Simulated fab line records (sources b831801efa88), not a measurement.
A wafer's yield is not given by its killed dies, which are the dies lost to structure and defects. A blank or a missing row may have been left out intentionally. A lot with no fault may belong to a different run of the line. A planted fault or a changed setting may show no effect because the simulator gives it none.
The same fault as seen by 2 desks ; flow sky130 ; numbers are kept per desk, each desk with only its own; the story behind them comes last

FOR THE TOOL OWNER'S DESK: pvd_sputter-03
The tool's own readings at SKY_METAL3_SPUTTER_03 (material Ti, target thk 5 nm, time 3.3 s): means of the sampled wafers that have a number, for each lot that ran on this tool. Marked OUT: a lot whose mean sits more than 4 standard deviations from the usual mean, which makes it out of limits; the brackets give that distance.
Columns: A = throttle_valve_pct at SKY_METAL3_SPUTTER_03, usual 29.6 %
lot;first seen here;A
L522;day 37 13:07;29.6
L526;day 38 19:41;28.8
L537;day 41 22:52;29.1
Result from this desk: across the 3 lots, nothing is out of limits.

METROLOGY DESK
Means of the sampled wafers that have a number, per lot and without regard to the tool the lot ran on: this is what the gauges read. Marked OUT: a lot whose mean sits more than 4 standard deviations from the usual mean, which makes it out of limits; the brackets give that distance. Only the readings that lie furthest out on some lot appear, 7 of the 8 it has.
Columns: A = VIA2_W_THK at SKY_VIA2_THK_MEAS_23, usual 421 nm; B = CAPM_CVD_00_THK at SKY_CAPM_THK_MEAS_01, usual 15.53 nm; C = CAPM_TIN_RS at SKY_CAPM_RS_MEAS_03, usual 6.90 ohm/sq; D = CAPM_TIN_THK at SKY_CAPM_THK_MEAS_04, usual 199 nm; E = CAPM_OVL at SKY_CAPM_OVL_MEAS_12, usual 0.8 nm; F = cd_nm at SKY_METAL3_CD_MEAS_13, usual 300.0 nm; G = METAL3_OVL at SKY_METAL3_OVL_MEAS_14, usual 2 nm
lot;first seen here;A;B;C;D;E;F;G
L522;day 37 12:34;422;15.25;6.85;201;1.8;302.1;3
L526;day 38 19:01;424;15.76;6.89;202;0.9;297.1;5
L537;day 41 22:20;425;15.96;6.85;202;0.5;300.1;5
L538;day 42 03:20;414;15.79;6.85;198;1.4;299.7;-1
L541;day 42 22:50;428;15.59;6.95;197;0.3;300.2;8
Result from this desk: across the 5 lots, nothing is out of limits.

PUT TOGETHER
The desk of the tool owner found nothing out of limits.
Metrology desk: nothing out of limits seen.

WHAT HAD BEEN PUT IN BY THE SIMULATOR
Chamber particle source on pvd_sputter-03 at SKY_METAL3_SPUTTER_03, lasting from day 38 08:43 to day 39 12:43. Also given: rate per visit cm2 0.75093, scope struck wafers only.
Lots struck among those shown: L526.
